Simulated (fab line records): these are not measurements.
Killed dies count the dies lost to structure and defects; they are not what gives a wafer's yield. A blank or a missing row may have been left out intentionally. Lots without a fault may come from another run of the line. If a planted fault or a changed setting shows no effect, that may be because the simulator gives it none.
Matching of chambers | flow gf180mcu | GF_STI_ETCH_14 on rie si-01 has 4 sister chambers
The step etches Si in HBr/Cl2/O2, target depth 360 nm, time 102.9 s. 8 wafers are shown with their chamber, then 7 later ones without.

== WAFERS PAIRED WITH THEIR CHAMBERS ==
wafer  | chamber | drypump motor current A (A) | run length s (s)
L731.3 | 0       | 6.2                         | 131.6
L732.1 | 3       | 6.0                         | 131.2
L732.6 | 1       | 5.9                         | 132.0
L741.1 | 2       | 5.7                         | 130.7
L741.3 | 1       | 5.9                         | 131.5
L741.6 | 0       | 6.1                         | 131.2
L745.2 | 3       | 6.1                         | 130.8
L745.4 | 2       | 5.7                         | 131.2

== WAFERS MISSING THEIR CHAMBER ==
wafer  | drypump motor current A (A) | run length s (s)
L745.5 | 6.2                         | 131.1
L746.1 | 5.7                         | 130.5
L746.2 | 6.2                         | 131.4
L746.6 | 5.7                         | 131.2
L747.2 | 6.1                         | 131.4
L747.3 | 5.9                         | 131.5
L747.4 | 5.7                         | 130.7

== THE CHAMBER EACH PASSED THROUGH ==
wafer  | from the rows above     | in truth
L745.5 | can't be placed: 0 or 3 | 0
L746.1 | 2                       | 2
L746.2 | 0                       | 0
L746.6 | 2                       | 2
L747.2 | can't be placed: 0 or 3 | 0
L747.3 | 1                       | 1
L747.4 | 2                       | 2
Correctly placed: 5 of 7. These rows do not allow placing 2 (true chamber among the candidates in 2). Wrongly placed: 0.
How it was worked out, from the rows above alone: a wafer's distance from a chamber is the root of the sum, over the readings, of the square of ((its reading less the chamber's mean) divided by the reading's scatter). The wafer belongs to the nearest chamber; if the next one is less than 2 further off, it can't be placed. A chamber's mean is the mean of its shown wafers. The scatter is the square root of a quotient: the sum, over the shown wafers, of each reading's squared deviation from its chamber's mean, divided by wafers minus chambers.
